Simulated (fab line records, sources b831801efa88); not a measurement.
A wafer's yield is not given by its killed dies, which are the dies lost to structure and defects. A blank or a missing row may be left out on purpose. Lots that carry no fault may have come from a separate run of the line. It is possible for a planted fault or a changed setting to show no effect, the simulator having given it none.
Chamber matching	flow sky130	SKY_PASSIVATION_CVD_02 on pecvd-04 has 3 sister chambers
The step deposits Si3N4, target thk 540 nm. 3 wafers are shown with their chamber, then 10 later ones without.

WAFERS, EACH WITH ITS CHAMBER
wafer	chamber	heaterPowerOuterW (W)
L088.5	0	532
L089.2	1	496
L089.3	2	523

WAFERS WITH NO CHAMBER GIVEN
wafer	heaterPowerOuterW (W)
L089.5	543
L090.1	494
L090.2	471
L090.5	481
L091.3	454
L091.5	386
L091.6	500
L094.1	466
L094.3	485
L094.5	463

THE CHAMBER EACH PASSED THROUGH
wafer	from the rows above	in truth
L089.5	can't be placed: 0 or 2 or 1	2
L090.1	can't be placed: 1 or 2 or 0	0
L090.2	can't be placed: 1 or 2 or 0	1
L090.5	can't be placed: 1 or 2 or 0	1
L091.3	can't be placed: 1 or 2 or 0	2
L091.5	can't be placed: 1 or 2 or 0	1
L091.6	can't be placed: 1 or 2 or 0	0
L094.1	can't be placed: 1 or 2 or 0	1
L094.3	can't be placed: 1 or 2 or 0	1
L094.5	can't be placed: 1 or 2 or 0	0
Correct placement for 0 of the 10. Unplaceable from these rows: 10, with the true chamber sitting among the candidates in 10. Placed wrongly: 0.
How it was worked out, from the rows above alone: a wafer's distance from a chamber is the root of the sum, over the readings, of the square of ((its reading less the chamber's mean) divided by the reading's scatter). The wafer belongs to the nearest chamber; if the next one is less than 2 further off, it can't be placed. Each chamber's mean is taken over the wafers shown for it. The scatter: with one shown wafer a chamber, the root of the mean of the squares of how far each hidden wafer lies from its nearest shown one.
